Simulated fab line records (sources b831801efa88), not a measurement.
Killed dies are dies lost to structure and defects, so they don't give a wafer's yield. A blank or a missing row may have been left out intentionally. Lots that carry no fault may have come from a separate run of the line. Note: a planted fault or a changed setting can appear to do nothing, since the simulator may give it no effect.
Tool commonality check | flow gf180mcu | Sampled: 16 lots, 60 wafers

## WHY IT WAS OPENED
At GF_VT_IMPLANT_TW_MEAS_10 the reading VT_IMPLANT_TW is flagged on 4 of 16 lots. Wafers without a fault read 564, standard deviation 6.
Rule: a lot gets a flag if all its wafers with a number sit over 4 standard deviations from that mean, or if no wafer of it has a number. The other lots count as sound.

lot  | measured     | on           | VT_IMPLANT_TW, wafer by wafer | flag
L273 | day 5 18:35  | filmMetro-01 | 561 560 561                   | 
L274 | day 5 21:01  | filmMetro-01 | 562 561 559                   | 
L275 | day 6 02:30  | filmMetro-01 | 559 564 561                   | 
L276 | day 6 10:25  | filmMetro-01 | 560 559 561                   | 
L280 | day 7 11:02  | filmMetro-03 | 559 562 558                   | 
L281 | day 7 16:07  | filmMetro-01 | 562 563 560                   | 
L282 | day 7 23:01  | filmMetro-02 | 575 572 575                   | 
L283 | day 8 04:03  | filmMetro-01 | 557 558 559                   | 
L284 | day 8 09:43  | filmMetro-02 | 574 573 573                   | 
L285 | day 8 18:06  | filmMetro-01 | 558 557 560                   | 
L286 | day 8 22:46  | filmMetro-03 | 560 557 556                   | 
L287 | day 9 07:51  | filmMetro-02 | 574 576 575                   | 
L288 | day 9 13:13  | filmMetro-01 | 925 923 926 926 928 931       | FLAGGED
L289 | day 9 17:18  | filmMetro-01 | 921 925 923 925 931 925       | FLAGGED
L290 | day 9 23:38  | filmMetro-01 | 922 922 920 924 925 922       | FLAGGED
L291 | day 10 06:04 | filmMetro-02 | 939 943 944 939 939 942       | FLAGGED
The numbers of the flagged lots are 929 on average: +365 against the usual, or +61 standard deviations.

## EACH LOT AND THE TOOL IT RAN ON
The record keeps 1 process step preceding the reading, out of 602 steps on the route. Each cell gives the tool, then ch followed by the chambers the sampled wafers passed through, then the start.
lot  | flag    | GF_VT_IMPLANT_IMPLANT_08
L273 |         | implanter-01 ch 0, day 5 18:20
L274 |         | implanter-03 ch 0, day 5 20:46
L275 |         | implanter-01 ch 0, day 6 02:15
L276 |         | implanter-02 ch 0, day 6 10:10
L280 |         | implanter-03 ch 0, day 7 10:49
L281 |         | implanter-02 ch 0, day 7 15:52
L282 |         | implanter-03 ch 0, day 7 22:48
L283 |         | implanter-03 ch 0, day 8 03:49
L284 |         | implanter-03 ch 0, day 8 09:29
L285 |         | implanter-02 ch 0, day 8 17:52
L286 |         | implanter-02 ch 0, day 8 22:31
L287 |         | implanter-01 ch 0, day 9 07:36
L288 | FLAGGED | implanter-02 ch 0, day 9 13:00
L289 | FLAGGED | implanter-01 ch 0, day 9 17:03
L290 | FLAGGED | implanter-02 ch 0, day 9 23:23
L291 | FLAGGED | implanter-03 ch 0, day 10 05:49
These steps, and what they do:
- GF_VT_IMPLANT_IMPLANT_08
- GF_VT_IMPLANT_TW_MEAS_10

## FLAGGED OVER TOTAL, TOOL BY TOOL (the gauges that took the reading come last)
step                     | tool         | lots run | flagged | share of the flagged lots | sound lots run after its first flagged lot
GF_VT_IMPLANT_IMPLANT_08 | implanter-01 | 4        | 1       | some                      | 0
GF_VT_IMPLANT_IMPLANT_08 | implanter-02 | 6        | 2       | some                      | 0
GF_VT_IMPLANT_IMPLANT_08 | implanter-03 | 6        | 1       | some                      | 0
GF_VT_IMPLANT_TW_MEAS_10 | filmMetro-01 | 10       | 3       | some                      | 0
GF_VT_IMPLANT_TW_MEAS_10 | filmMetro-02 | 4        | 1       | some                      | 0
GF_VT_IMPLANT_TW_MEAS_10 | filmMetro-03 | 2        | 0       | none                      | -

## WHAT THE TABLE ALLOWS
No row of the table ran every flagged lot.

## WHAT THE SIMULATOR HAD PUT IN
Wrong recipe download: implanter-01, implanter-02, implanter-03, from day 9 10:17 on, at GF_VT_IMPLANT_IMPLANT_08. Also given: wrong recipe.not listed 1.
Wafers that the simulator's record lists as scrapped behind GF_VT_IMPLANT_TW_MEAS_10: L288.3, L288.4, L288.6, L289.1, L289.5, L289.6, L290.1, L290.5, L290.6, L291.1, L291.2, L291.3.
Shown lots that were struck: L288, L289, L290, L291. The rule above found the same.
